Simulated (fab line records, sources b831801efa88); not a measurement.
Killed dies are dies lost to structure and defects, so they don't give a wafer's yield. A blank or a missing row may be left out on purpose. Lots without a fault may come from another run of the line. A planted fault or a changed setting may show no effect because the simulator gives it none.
A struck lot beside a sound one | flow gf180mcu | 16 steps out of a route of 602
Sound: wafers L915.2, L915.3, L915.4. Struck: wafer L922.4. (L922.2, L922.3 of the same lot were not struck and are left out.) The cause comes at the end.
At each step with rows: each side's tool, then ch and its chambers, then its first start. Under that, the readings that differ: sound wafers | struck wafers | difference of the means | sigmas: that difference in standard deviations of wafers without a fault.
alike: readings whose means differ by less than 2 such deviations, and words and numbers that are the same on both sides. not compared: withheld readings, readings that some wafer has no value for, bounds like >300 that may hide the same value, and numbers for which the record gives no deviation and whose values overlap.
The two part at a step that has a row with sigmas, a row that says differs or no value, or rows on one side only. Numbers that don't overlap but have no deviation are shown without sigmas and don't part them. A reading that every wafer of one side lacks parts them only if that side has two wafers or more.

first, 4 steps without rows for these wafers: GF_DNWELL_EXPOSE_04 (exposes mask DNWELL, target cd 1700 nm); GF_DNWELL_PEB_05; GF_DNWELL_DEVELOP_06 (develop time 60 s); GF_DNWELL_IMPLANT_07.
GF_DNWELL_STRIP_08: strips in O2/N2.
  sound on plasma_asher-03 ch 0,1, day 3 10:21; struck on plasma_asher-03 ch 1, day 5 00:52
  alike: drypump_motor_current_A, heater_power_w, o2_flow_sccm, oes_product_au, strip_time_to_endpoint_s
  not compared: rf_hours_counter_h
GF_DNWELL_TW_MEAS_09:
  sound on film_metro-02, day 3 10:28; struck on film_metro-02, day 5 00:58
  alike: DNWELL_TW
then, 6 steps without rows for these wafers: GF_NWELL_DEHYDRATE_00 (time 60 s); GF_NWELL_HMDS_01 (prime time 60 s); GF_NWELL_COAT_02 (resist thk 3000 nm); GF_NWELL_SOFTBAKE_03; GF_NWELL_EXPOSE_04 (exposes mask Nwell, target cd 860 nm); GF_NWELL_PEB_05.
GF_NWELL_DEVELOP_06: develop time 60 s.
  sound on litho_track-02 ch 0, day 3 23:00; struck on litho_track-04 ch 0, day 5 14:00
GF_NWELL_OVL_MEAS_07:
  sound on overlay-01, day 3 23:23; struck on overlay-02, day 5 14:56
  not compared: NWELL_OVL
then, 1 step without rows for these wafers: GF_NWELL_IMPLANT_08.
-- the record jumps here: 26 days lie between the struck wafers' starts before and after (it left off in module NWELL and takes up again in module PASSIVATION, whose first step shown is number 602 of the route) --
GF_PASSIVATION_PROBE_99:
  the record has rows for the struck wafers here (prober-01, day 31 20:02) and none for the sound ones

WHERE THEY PART
Only at GF_PASSIVATION_PROBE_99, within this record.

WHY: what the simulator had put in
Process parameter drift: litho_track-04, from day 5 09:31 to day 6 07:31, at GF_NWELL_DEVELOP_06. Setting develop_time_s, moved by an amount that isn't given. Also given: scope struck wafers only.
